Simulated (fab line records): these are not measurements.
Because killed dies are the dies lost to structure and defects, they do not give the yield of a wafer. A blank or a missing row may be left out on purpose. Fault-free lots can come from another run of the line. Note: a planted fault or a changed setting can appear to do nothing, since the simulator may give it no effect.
Which tool did it? / flow gf180mcu / 12 lots with 36 wafers sampled at 6 steps, on a route of 602 steps

## WHAT THE GAUGES READ, wafer by wafer
GF_MVPSD_TW_MEAS_11.
lot=L586; measured=day 5 01:07; on=film metro-04; MVPSD_TW=550 550 552
lot=L588; measured=day 5 13:02; on=film metro-02; MVPSD_TW=550 553 558
lot=L587; measured=day 5 13:33; on=film metro-04; MVPSD_TW=552 551 552
lot=L592; measured=day 6 14:13; on=film metro-04; MVPSD_TW=549 548 546
lot=L593; measured=day 6 21:08; on=film metro-04; MVPSD_TW=545 546 547
lot=L596; measured=day 7 17:10; on=film metro-02; MVPSD_TW=557 559 559
lot=L599; measured=day 8 07:11; on=film metro-04; MVPSD_TW=552 549 551
lot=L600; measured=day 8 14:42; on=film metro-02; MVPSD_TW=556 557 554
lot=L602; measured=day 9 02:08; on=film metro-04; MVPSD_TW=547 550 550
lot=L603; measured=day 9 06:56; on=film metro-02; MVPSD_TW=557 557 553
lot=L605; measured=day 9 20:38; on=film metro-04; MVPSD_TW=551 548 554
lot=L609; measured=day 10 21:22; on=film metro-02; MVPSD_TW=560 557 557

GF_POLY_GATE_OVL_MEAS_11.
lot=L586; measured=day 9 04:57; on=overlay-01; POLY_GATE_OVL (nm)=-11 -2 -10
lot=L588; measured=day 9 19:57; on=overlay-02; POLY_GATE_OVL (nm)=-4 2 -11
lot=L587; measured=day 9 22:56; on=overlay-02; POLY_GATE_OVL (nm)=-10 -15 -13
lot=L592; measured=day 11 05:31; on=overlay-02; POLY_GATE_OVL (nm)=-11 -7 -1
lot=L593; measured=day 11 09:44; on=overlay-01; POLY_GATE_OVL (nm)=-3 -12 -3
lot=L596; measured=day 12 08:55; on=overlay-01; POLY_GATE_OVL (nm)=-7 -18 -8
lot=L599; measured=day 13 06:13; on=overlay-01; POLY_GATE_OVL (nm)=-5 -10 -10
lot=L600; measured=day 13 12:08; on=overlay-02; POLY_GATE_OVL (nm)=-3 4 5
lot=L602; measured=day 14 03:55; on=overlay-01; POLY_GATE_OVL (nm)=-8 -7 -14
lot=L603; measured=day 14 07:22; on=overlay-02; POLY_GATE_OVL (nm)=-5 -2 -1
lot=L605; measured=day 14 19:38; on=overlay-02; POLY_GATE_OVL (nm)=0 -6 -7
lot=L609; measured=day 16 05:44; on=overlay-01; POLY_GATE_OVL (nm)=-16 -14 -7

GF_HV_LDD_OVL_MEAS_08.
lot=L586; measured=day 10 02:13; on=overlay-01; HV_LDD_OVL (nm)=-2.7 -2.2 -2.9
lot=L588; measured=day 10 15:48; on=overlay-01; HV_LDD_OVL (nm)=0.4 -1.7 -1.8
lot=L587; measured=day 10 19:01; on=overlay-02; HV_LDD_OVL (nm)=0.7 -0.8 -2.0
lot=L592; measured=day 12 03:25; on=overlay-01; HV_LDD_OVL (nm)=2.0 0.8 1.6
lot=L593; measured=day 12 05:55; on=overlay-02; HV_LDD_OVL (nm)=1.0 1.9 0.8
lot=L596; measured=day 13 08:02; on=overlay-02; HV_LDD_OVL (nm)=-1.1 0.5 3.1
lot=L599; measured=day 14 04:37; on=overlay-01; HV_LDD_OVL (nm)=-0.5 -1.7 -1.3
lot=L600; measured=day 14 11:56; on=overlay-02; HV_LDD_OVL (nm)=-0.3 1.1 1.5
lot=L602; measured=day 15 02:49; on=overlay-02; HV_LDD_OVL (nm)=-0.6 0.7 0.3
lot=L603; measured=day 15 06:58; on=overlay-01; HV_LDD_OVL (nm)=-1.2 1.3 -0.8
lot=L605; measured=day 15 18:32; on=overlay-01; HV_LDD_OVL (nm)=-1.2 0.1 -0.5
lot=L609; measured=day 17 06:40; on=overlay-01; HV_LDD_OVL (nm)=1.7 1.4 1.8

GF_CONTACT_RS_MEAS_25: measurement is done with a four-point probe.
lot=L586; measured=day 16 03:34; on=film metro-04; CONTACT_W_RS (ohm/sq)=0.368 0.366 0.365
lot=L588; measured=day 16 20:49; on=film metro-04; CONTACT_W_RS (ohm/sq)=0.387 0.381 0.389
lot=L587; measured=day 17 02:34; on=film metro-03; CONTACT_W_RS (ohm/sq)=0.360 0.358 0.364
lot=L592; measured=day 18 18:41; on=film metro-02; CONTACT_W_RS (ohm/sq)=0.391 0.385 0.386
lot=L593; measured=day 18 20:39; on=film metro-04; CONTACT_W_RS (ohm/sq)=0.389 0.387 0.389
lot=L596; measured=day 20 05:38; on=film metro-03; CONTACT_W_RS (ohm/sq)=0.382 0.378 0.383
lot=L599; measured=day 21 02:37; on=film metro-04; CONTACT_W_RS (ohm/sq)=0.328 0.328 0.330
lot=L600; measured=day 21 12:47; on=film metro-03; CONTACT_W_RS (ohm/sq)=0.326 0.327 0.329
lot=L602; measured=day 22 05:52; on=film metro-04; CONTACT_W_RS (ohm/sq)=0.378 0.374 0.370
lot=L603; measured=day 22 08:25; on=film metro-04; CONTACT_W_RS (ohm/sq)=0.378 0.367 0.366
lot=L605; measured=day 22 22:44; on=film metro-04; CONTACT_W_RS (ohm/sq)=0.371 0.379 0.369
lot=L609; measured=day 24 11:23; on=film metro-02; CONTACT_W_RS (ohm/sq)=0.365 0.382 0.376

GF_CONTACT_THK_MEAS_26: measures by xrf.
lot=L586; measured=day 16 03:41; on=film metro-04; CONTACT_W_THK (nm)=311 310 312
lot=L588; measured=day 16 20:56; on=film metro-04; CONTACT_W_THK (nm)=295 299 294
lot=L587; measured=day 17 02:41; on=film metro-03; CONTACT_W_THK (nm)=321 322 316
lot=L592; measured=day 18 18:48; on=film metro-02; CONTACT_W_THK (nm)=292 296 297
lot=L593; measured=day 18 20:46; on=film metro-04; CONTACT_W_THK (nm)=295 295 295
lot=L596; measured=day 20 05:43; on=film metro-03; CONTACT_W_THK (nm)=304 308 303
lot=L599; measured=day 21 02:44; on=film metro-04; CONTACT_W_THK (nm)=342 342 344
lot=L600; measured=day 21 12:53; on=film metro-03; CONTACT_W_THK (nm)=353 355 353
lot=L602; measured=day 22 05:58; on=film metro-04; CONTACT_W_THK (nm)=299 303 306
lot=L603; measured=day 22 08:32; on=film metro-04; CONTACT_W_THK (nm)=298 308 310
lot=L605; measured=day 22 22:50; on=film metro-04; CONTACT_W_THK (nm)=306 300 308
lot=L609; measured=day 24 11:29; on=film metro-02; CONTACT_W_THK (nm)=314 300 302

## TOOL THAT RAN EACH LOT (tool first, then ch and the chambers of the sampled wafers, then the start)
lot=L586; GF_CONTACT_CVD_24=cvd w-02 ch 0, day 16 03:28
lot=L588; GF_CONTACT_CVD_24=cvd w-01 ch 0,1, day 16 20:43
lot=L587; GF_CONTACT_CVD_24=cvd w-02 ch 0, day 17 02:23
lot=L592; GF_CONTACT_CVD_24=cvd w-01 ch 0, day 18 18:35
lot=L593; GF_CONTACT_CVD_24=cvd w-01 ch 0,1, day 18 20:32
lot=L596; GF_CONTACT_CVD_24=cvd w-01 ch 0,1, day 20 05:30
lot=L599; GF_CONTACT_CVD_24=cvd w-01 ch 1, day 21 02:31
lot=L600; GF_CONTACT_CVD_24=cvd w-01 ch 0,1, day 21 12:41
lot=L602; GF_CONTACT_CVD_24=cvd w-02 ch 0,1, day 22 05:44
lot=L603; GF_CONTACT_CVD_24=cvd w-02 ch 0,1, day 22 08:19
lot=L605; GF_CONTACT_CVD_24=cvd w-02 ch 0,1, day 22 22:37
lot=L609; GF_CONTACT_CVD_24=cvd w-02 ch 0,1, day 24 11:17
- GF_CONTACT_CVD_24: deposits W, target thk 300 nm, time 90.339 s.

## AS READ BY THE TOOLS THEMSELVES (means over the sampled wafers that have a number; for cases with no such wafer, the mark the record gives instead)
GF_CONTACT_CVD_24.
lot=L586; tool=cvd w-02; heater power outer w (W)=500; heater power w (W)=898
lot=L588; tool=cvd w-01; heater power outer w (W)=580; heater power w (W)=895
lot=L587; tool=cvd w-02; heater power outer w (W)=499; heater power w (W)=899
lot=L592; tool=cvd w-01; heater power outer w (W)=537; heater power w (W)=816
lot=L593; tool=cvd w-01; heater power outer w (W)=566; heater power w (W)=873
lot=L596; tool=cvd w-01; heater power outer w (W)=555; heater power w (W)=874
lot=L599; tool=cvd w-01; heater power outer w (W)=562; heater power w (W)=911
lot=L600; tool=cvd w-01; heater power outer w (W)=562; heater power w (W)=873
lot=L602; tool=cvd w-02; heater power outer w (W)=545; heater power w (W)=868
lot=L603; tool=cvd w-02; heater power outer w (W)=522; heater power w (W)=871
lot=L605; tool=cvd w-02; heater power outer w (W)=525; heater power w (W)=872
lot=L609; tool=cvd w-02; heater power outer w (W)=540; heater power w (W)=869

## THE ANSWER, worked out from the rows above alone
Rule: the lots themselves supply what counts as usual. Put in order of their means at a reading, lots are off if they are a third of the lots or fewer, leave a main group of 4 or more, and stand apart from it by a gap of 3 or more times the standard deviation of the main group's means; of several such gaps the widest counts. If all means in a main group match to the digits the tables above print for the reading, that group is not used. A lot without any number at a reading at which 4 lots or more have one is off too. Where the step has rows for the other lots, those lots are counted as sound. Order of review: gauges by route order, followed by the tools' own readings, for which a lot's mean as printed above is used. The first step at which some lot is off is used, and at that step the reading that is off furthest; a lot without a number counts as furthest.
Off: L599, L600, seen at GF_CONTACT_RS_MEAS_25 (CONTACT_W_RS). Mean 0.376 ohm/sq and standard deviation 0.0088 in the main group.
A tool fits if, at a process step before that reading, it ran every lot that is off, and no sound lot after the first of them. Gauges at GF_CONTACT_RS_MEAS_25: tried the same way as those tools. One candidate fits, namely cvd w-01 at GF_CONTACT_CVD_24. Its last sound lot is L596 (day 20 05:30), its first lot that is off L599 (day 21 02:31): a fault that began between those two fits.

## WHAT HAD BEEN PUT IN BY THE SIMULATOR
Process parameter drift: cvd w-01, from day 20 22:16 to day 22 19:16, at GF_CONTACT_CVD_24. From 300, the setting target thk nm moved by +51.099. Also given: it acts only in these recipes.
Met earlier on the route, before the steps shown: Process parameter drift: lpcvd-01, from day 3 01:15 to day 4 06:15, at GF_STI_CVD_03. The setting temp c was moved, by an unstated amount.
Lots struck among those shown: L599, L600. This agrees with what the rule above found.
